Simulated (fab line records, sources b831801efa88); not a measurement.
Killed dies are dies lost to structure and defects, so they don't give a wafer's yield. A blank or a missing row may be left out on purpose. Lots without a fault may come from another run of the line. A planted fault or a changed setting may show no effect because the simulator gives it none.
Which tool did it? | flow gf180mcu | 12 lots, 36 wafers sampled, at 2 steps of a route of 602

WHAT THE GAUGES READ, wafer by wafer
GF_V5_OVL_MEAS_15. Usual: V5_OVL 1 nm, standard deviation 4.9.
lot  | measured     | on         | V5_OVL (nm) | flag
L634 | day 28 00:50 | overlay-01 | 8 2 -2      |
L633 | day 28 01:43 | overlay-01 | -4 -9 -10   |
L635 | day 28 16:51 | overlay-02 | 2 -1 3      |
L639 | day 29 14:52 | overlay-01 | -2 2 0      |
L644 | day 31 02:10 | overlay-02 | -7 -8 -6    |
L645 | day 31 05:09 | overlay-01 | 12 1 2      |
L647 | day 31 14:32 | overlay-02 | 3 4 1       |
L648 | day 32 02:47 | overlay-02 | -5 -5 -1    |
L649 | day 32 08:59 | overlay-01 | -5 -1 -4    |
L650 | day 32 15:09 | overlay-01 | 4 0 4       |
L651 | day 33 02:41 | overlay-02 | -2 10 -4    |
L654 | day 33 18:40 | overlay-02 | 0 8 1       |

WHICH TOOL RAN EACH LOT (tool, then ch and the chambers of the sampled wafers, then the start)
lot  | GF_CONTACT_STRIP_18
L634 | plasma_asher-04 ch 0,1, day 17 00:01
L633 | plasma_asher-02 ch 0,1, day 17 00:23
L635 | plasma_asher-04 ch 0,1, day 17 16:47
L639 | plasma_asher-04 ch 0,1, day 18 20:16
L644 | plasma_asher-01 ch 0,1, day 20 19:22
L645 | plasma_asher-04 ch 0,1, day 21 01:02
L647 | plasma_asher-01 ch 0,1, day 21 14:05
L648 | plasma_asher-04 ch 0,1, day 22 04:59
L649 | plasma_asher-02 ch 0,1, day 22 15:55
L650 | plasma_asher-04 ch 0,1, day 22 20:28
L651 | plasma_asher-04 ch 0,1, day 23 13:46
L654 | plasma_asher-04 ch 0,1, day 24 09:52
- GF_CONTACT_STRIP_18: strips in O2/N2.

WHAT THE TOOLS THEMSELVES READ (means of the sampled wafers that have a number; where no wafer has one, the mark that the record gives instead)
GF_CONTACT_STRIP_18. Usual: chamber_pressure_mTorr 1500.0 mTorr, standard deviation 1.3; drypump_motor_current_A 5.4 A, standard deviation 0.51; heater_power_w 353 W, standard deviation 66; n2_flow_sccm 300.1 sccm, standard deviation 1; oes_product_au 0.579 a.u., standard deviation 0.0046.
lot  | tool            | chamber_pressure_mTorr (mTorr) | drypump_motor_current_A (A) | heater_power_w (W) | n2_flow_sccm (sccm) | oes_product_au (a.u.) | flag
L634 | plasma_asher-04 | 1499.6                         | 5.1                         | 346                | 300.0               | 0.575                 |
L633 | plasma_asher-02 | 1500.3                         | 5.3                         | 382                | 299.9               | 0.580                 |
L635 | plasma_asher-04 | 1500.2                         | 5.4                         | 310                | 299.6               | 0.576                 |
L639 | plasma_asher-04 | 1499.6                         | 5.4                         | 312                | 300.4               | 0.576                 |
L644 | plasma_asher-01 | 1500.2                         | 5.6                         | 321                | 300.5               | 0.583                 |
L645 | plasma_asher-04 | 1498.8                         | 5.4                         | 313                | 300.4               | 0.579                 |
L647 | plasma_asher-01 | 1501.1                         | 5.5                         | 336                | 300.0               | 0.579                 |
L648 | plasma_asher-04 | 1500.7                         | 5.1                         | 349                | 298.9               | 0.578                 |
L649 | plasma_asher-02 | 1500.7                         | 5.3                         | 397                | 300.2               | 0.577                 |
L650 | plasma_asher-04 | 1500.7                         | 5.4                         | 315                | 300.6               | 0.573                 |
L651 | plasma_asher-04 | 1500.2                         | 5.1                         | 347                | 301.4               | 0.584                 |
L654 | plasma_asher-04 | 1499.8                         | 5.4                         | 310                | 300.6               | 0.579                 |

THE ANSWER, worked out from the rows above alone
Rule: a lot is off if the mean of its wafers that have a number lies more than 3 standard deviations from the usual mean. A lot without any number at a reading at which 4 lots or more have one is off too. The other lots that the step has rows for count as sound. The gauges are gone through in route order, then the tools' own readings, and for those a lot's mean is taken as printed above. The first step at which some lot is off is used, and at that step the reading that is off furthest; a lot without a number counts as furthest.
No lot is off at any reading shown: from this, nothing can be told.

WHAT THE SIMULATOR HAD PUT IN
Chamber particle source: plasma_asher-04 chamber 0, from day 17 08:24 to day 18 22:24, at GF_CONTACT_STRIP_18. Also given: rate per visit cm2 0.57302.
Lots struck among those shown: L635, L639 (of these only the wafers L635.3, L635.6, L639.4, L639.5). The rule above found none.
